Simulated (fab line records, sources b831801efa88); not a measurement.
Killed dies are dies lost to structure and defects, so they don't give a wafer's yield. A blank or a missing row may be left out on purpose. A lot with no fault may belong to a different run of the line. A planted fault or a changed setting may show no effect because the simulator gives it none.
A struck lot beside a sound one / flow sky130 / 24 steps out of a route of 708
Sound: the wafers L281.1, L281.3, L281.5. Wafers struck: L285.2, L285.3, L285.5. At the end, the cause is stated.
At each step with rows: each side's tool, then ch and its chambers, then its first start. Under that, the readings that differ: sound wafers / struck wafers / difference of the means / sigmas: that difference in standard deviations of wafers without a fault.
alike: a reading whose means differ by less than 2 such deviations, as well as words and numbers matching on both sides. not compared: withheld readings; readings where some wafer has no value; bounds like >300 that might hide an equal value; numbers whose values overlap and for which the record gives no deviation.
The two part at a step that has a row with sigmas, a row that says differs or no value, or rows on one side only. Numbers that have no deviation but don't overlap get no sigmas and don't part them. Lack of a reading on every wafer of one side parts them only where that side has two or more wafers.

first, 8 steps without rows for these wafers: SKY_RES_XHIGH_DEHYDRATE_00 (time 60 s); SKY_RES_XHIGH_HMDS_01 (prime time 60 s); SKY_RES_XHIGH_COAT_02 (resist thk 1140 nm); SKY_RES_XHIGH_SOFTBAKE_03 (time 60 s); SKY_RES_XHIGH_EXPOSE_04 (exposes mask URPM, target cd 1270 nm); SKY_RES_XHIGH_PEB_05; SKY_RES_XHIGH_DEVELOP_06 (develop time 60 s); SKY_RES_XHIGH_IMPLANT_07.
SKY_RES_XHIGH_STRIP_08: strips in O2/N2.
  sound on plasma_asher-04 ch 0,1, day 27 18:50; struck on plasma_asher-03 ch 0,1, day 29 06:38
  alike: drypump_motor_current_A, oes_product_au, strip_time_to_endpoint_s
  not compared: rf_hours_counter_h
SKY_RES_XHIGH_TW_MEAS_09:
  sound: film_metro-01 at day 27 18:56; struck: film_metro-02 at day 29 06:44
  alike: RES_XHIGH_TW
then, 2 steps without rows for these wafers: SKY_SD_N_DEHYDRATE_00 (time 60 s); SKY_SD_N_HMDS_01 (prime time 60 s).
SKY_SD_N_COAT_02: resist thk 1140 nm.
  sound on litho_track-02 ch 0, day 28 09:05; struck on litho_track-01 ch 0, day 29 21:13
reading=model.NOVOLAK_of_SD_N_COAT_02.thk_nm (nm); sound=1147 1144 1145; struck=1165 1168 1166; difference=+21; sigmas=
then, 3 steps without rows for these wafers: SKY_SD_N_SOFTBAKE_03 (time 60 s); SKY_SD_N_EXPOSE_04 (exposes mask NSDM, target cd 380 nm); SKY_SD_N_PEB_05.
SKY_SD_N_DEVELOP_06: develop time 60 s.
  sound on litho_track-02 ch 0, day 28 23:11; struck on litho_track-04 ch 0, day 30 10:48
reading=model.NOVOLAK_of_SD_N_COAT_02.thk_nm (nm); sound=1147 1144 1145; struck=1165 1167 1165; difference=+20; sigmas=
SKY_SD_N_CD_MEAS_07: the cd target is 380 nm.
  sound: cd_sem-02 at day 28 23:20; struck: cd_sem-01 at day 30 11:01
  alike: cd_nm
SKY_SD_N_OVL_MEAS_08:
  sound: overlay-02 at day 28 23:28; struck: overlay-01 at day 30 11:08
  alike: SD_N_OVL
then, 2 steps without rows for these wafers: SKY_SD_N_IMPLANT_09; SKY_SD_N_IMPLANT_10.
SKY_SD_N_STRIP_11: strips in O2/N2.
  sound on plasma_asher-04 ch 0,1, day 28 23:48; struck on plasma_asher-03 ch 0,1, day 30 11:28
reading=strip_time_to_endpoint_s (s); sound=22.59 22.56 22.57; struck=22.85 22.85 22.83; difference=+0.27; sigmas=+7
  alike: drypump_motor_current_A, oes_product_au
  not compared: rf_hours_counter_h
SKY_SD_N_TW_MEAS_12:
  sound: film_metro-02 at day 28 23:54; struck: film_metro-03 at day 30 11:34
reading=SD_N_TW; sound=4088 4069 4076; struck=4002 3956 3972; difference=-101; sigmas=-3
-- a jump in the record: the struck wafers' starts before and after are 17 days apart (it breaks off in module SD_N and resumes in module PAD_OPEN, where the first step shown is number 708 of the route) --
SKY_PAD_OPEN_PROBE_99:
  sound: prober-02 at day 46 11:13; struck: prober-02 at day 47 13:16
  alike: killed_at_M0_to_M3, killed_at_M4_up, killed_at_contacts, killed_at_front_end, killed_at_other, killed_dies, killed_open, killed_short

WHERE THEY PART
Earliest at SKY_SD_N_STRIP_11; latest, in this record, at SKY_SD_N_TW_MEAS_12. Later steps at which nothing parts them and some readings are alike: SKY_PAD_OPEN_PROBE_99.

WHY: what had been put in by the simulator
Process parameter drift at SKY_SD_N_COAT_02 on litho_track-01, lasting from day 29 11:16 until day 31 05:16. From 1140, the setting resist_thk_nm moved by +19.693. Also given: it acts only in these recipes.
